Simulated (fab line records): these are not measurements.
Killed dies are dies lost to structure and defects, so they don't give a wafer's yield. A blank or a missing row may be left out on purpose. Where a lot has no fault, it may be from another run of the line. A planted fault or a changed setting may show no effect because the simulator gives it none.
Matching of chambers / flow gf180mcu / GF_V1_CMP_26 on cmp-01 has 4 sister chambers
The step polishes, stops on SiO2, t overpolish 15 s, target thk 0 nm. 14 wafers are shown with their chamber, then 7 later ones without.

== WAFERS, EACH WITH ITS CHAMBER ==
wafer=L735.4; chamber=1; overpolish_run_s (s)=15.006; motor_current_A (A)=12.1; time_to_endpoint_s (s)=81.9
wafer=L735.5; chamber=2; overpolish_run_s (s)=14.994; motor_current_A (A)=11.3; time_to_endpoint_s (s)=84.2
wafer=L735.6; chamber=3; overpolish_run_s (s)=15.002; motor_current_A (A)=11.2; time_to_endpoint_s (s)=88.3
wafer=L736.1; chamber=3; overpolish_run_s (s)=15.001; motor_current_A (A)=10.9; time_to_endpoint_s (s)=82.5
wafer=L736.2; chamber=0; overpolish_run_s (s)=15.000; motor_current_A (A)=11.1; time_to_endpoint_s (s)=81.3
wafer=L736.4; chamber=1; overpolish_run_s (s)=15.003; motor_current_A (A)=11.6; time_to_endpoint_s (s)=78.5
wafer=L738.2; chamber=1; overpolish_run_s (s)=15.007; motor_current_A (A)=11.8; time_to_endpoint_s (s)=84.8
wafer=L738.4; chamber=2; overpolish_run_s (s)=14.990; motor_current_A (A)=11.7; time_to_endpoint_s (s)=80.8
wafer=L738.5; chamber=1; overpolish_run_s (s)=15.000; motor_current_A (A)=11.4; time_to_endpoint_s (s)=81.5
wafer=L743.1; chamber=0; overpolish_run_s (s)=14.985; motor_current_A (A)=11.1; time_to_endpoint_s (s)=82.0
wafer=L743.2; chamber=2; overpolish_run_s (s)=14.992; motor_current_A (A)=11.2; time_to_endpoint_s (s)=80.4
wafer=L743.3; chamber=1; overpolish_run_s (s)=15.003; motor_current_A (A)=11.2; time_to_endpoint_s (s)=80.5
wafer=L745.1; chamber=3; overpolish_run_s (s)=15.008; motor_current_A (A)=11.3; time_to_endpoint_s (s)=86.8
wafer=L745.2; chamber=1; overpolish_run_s (s)=15.012; motor_current_A (A)=11.9; time_to_endpoint_s (s)=80.4

SIGNATURES (averages over the wafers above)
reading=overpolish_run_s; chamber 0=14.99250; chamber 1=15.00517; chamber 2=14.99200; chamber 3=15.00367; scatter within a chamber=0.00486
reading=motor_current_A; chamber 0=11.100; chamber 1=11.667; chamber 2=11.400; chamber 3=11.133; scatter within a chamber=0.279
reading=time_to_endpoint_s; chamber 0=81.650; chamber 1=81.267; chamber 2=81.800; chamber 3=85.867; scatter within a chamber=2.21
Rule: distance of a wafer from a chamber = root of the sum over the readings of ((wafer's reading minus chamber's mean) / reading's scatter) squared. If the next closest chamber is less than 2 further off than the closest, the wafer can't be placed; otherwise it belongs to the closest. How the scatter is found: for the shown wafers, subtract from each reading the mean of its chamber, square and add these, divide the total by (wafers less chambers), then take the root.

== WAFERS MISSING THEIR CHAMBER ==
wafer=L745.5; overpolish_run_s (s)=15.003; motor_current_A (A)=11.6; time_to_endpoint_s (s)=83.3
wafer=L751.3; overpolish_run_s (s)=14.994; motor_current_A (A)=10.9; time_to_endpoint_s (s)=84.4
wafer=L751.4; overpolish_run_s (s)=15.013; motor_current_A (A)=11.6; time_to_endpoint_s (s)=83.7
wafer=L751.6; overpolish_run_s (s)=15.011; motor_current_A (A)=11.4; time_to_endpoint_s (s)=83.6
wafer=L752.2; overpolish_run_s (s)=15.004; motor_current_A (A)=11.2; time_to_endpoint_s (s)=82.0
wafer=L752.4; overpolish_run_s (s)=15.013; motor_current_A (A)=11.8; time_to_endpoint_s (s)=85.8
wafer=L752.6; overpolish_run_s (s)=15.011; motor_current_A (A)=11.1; time_to_endpoint_s (s)=83.0

== WHICH CHAMBER EACH ONE RAN IN ==
wafer=L745.5; from the rows above=can't be placed: 1 or 3 or 2 or 0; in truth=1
wafer=L751.3; from the rows above=can't be placed: 0 or 2 or 3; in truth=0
wafer=L751.4; from the rows above=can't be placed: 1 or 3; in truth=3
wafer=L751.6; from the rows above=can't be placed: 1 or 3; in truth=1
wafer=L752.2; from the rows above=can't be placed: 1 or 3 or 0 or 2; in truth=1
wafer=L752.4; from the rows above=can't be placed: 1 or 3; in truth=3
wafer=L752.6; from the rows above=can't be placed: 3 or 1 or 0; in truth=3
0 of 7 placed correctly. These rows do not allow placing 7 (true chamber among the candidates in 7). 0 placed wrongly.
